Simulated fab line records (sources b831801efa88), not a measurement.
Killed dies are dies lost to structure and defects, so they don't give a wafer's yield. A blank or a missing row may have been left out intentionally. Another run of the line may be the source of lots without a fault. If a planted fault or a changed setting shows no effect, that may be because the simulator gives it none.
Chamber matching / flow sky130 / rie_diel-02 running SKY_METAL4_ETCH_17: 4 sister chambers
The step etches SiO2 in C4F8/O2/Ar, stops on TiN, time 3.9 s, target depth 15 nm. 4 wafers are shown with their chamber, then 8 later ones without.

== WAFERS, EACH WITH ITS CHAMBER ==
wafer=L082.1; chamber=2; rf_fwd_power_W (W)=1468
wafer=L082.2; chamber=3; rf_fwd_power_W (W)=1463
wafer=L083.6; chamber=1; rf_fwd_power_W (W)=1478
wafer=L085.2; chamber=0; rf_fwd_power_W (W)=1465

== WAFERS WITHOUT THEIR CHAMBER ==
wafer=L085.4; rf_fwd_power_W (W)=1464
wafer=L085.5; rf_fwd_power_W (W)=1466
wafer=L091.1; rf_fwd_power_W (W)=1484
wafer=L091.2; rf_fwd_power_W (W)=1460
wafer=L091.4; rf_fwd_power_W (W)=1473
wafer=L096.1; rf_fwd_power_W (W)=1483
wafer=L096.3; rf_fwd_power_W (W)=1465
wafer=L096.4; rf_fwd_power_W (W)=1453

== CHAMBER TAKEN BY EACH ==
wafer=L085.4; from the rows above=can't be placed: 0 or 3 or 2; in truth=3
wafer=L085.5; from the rows above=can't be placed: 0 or 2 or 3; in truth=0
wafer=L091.1; from the rows above=1; in truth=1
wafer=L091.2; from the rows above=can't be placed: 3 or 0 or 2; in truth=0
wafer=L091.4; from the rows above=can't be placed: 1 or 2 or 0 or 3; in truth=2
wafer=L096.1; from the rows above=1; in truth=1
wafer=L096.3; from the rows above=can't be placed: 0 or 3 or 2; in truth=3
wafer=L096.4; from the rows above=can't be placed: 3 or 0 or 2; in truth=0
Correct placement for 2 of the 8. Can't be placed from these rows: 6 (the true chamber is among the candidates in 6). Number placed wrongly: 0.
How it was worked out, from the rows above alone: a wafer's distance from a chamber is the root of the sum, over the readings, of the square of ((its reading less the chamber's mean) divided by the reading's scatter). The wafer belongs to the nearest chamber; if the next one is less than 2 further off, it can't be placed. The mean given for a chamber averages the wafers shown for that chamber. The scatter: root of mean squared gap, hidden wafer to nearest shown wafer, with one shown wafer a chamber.
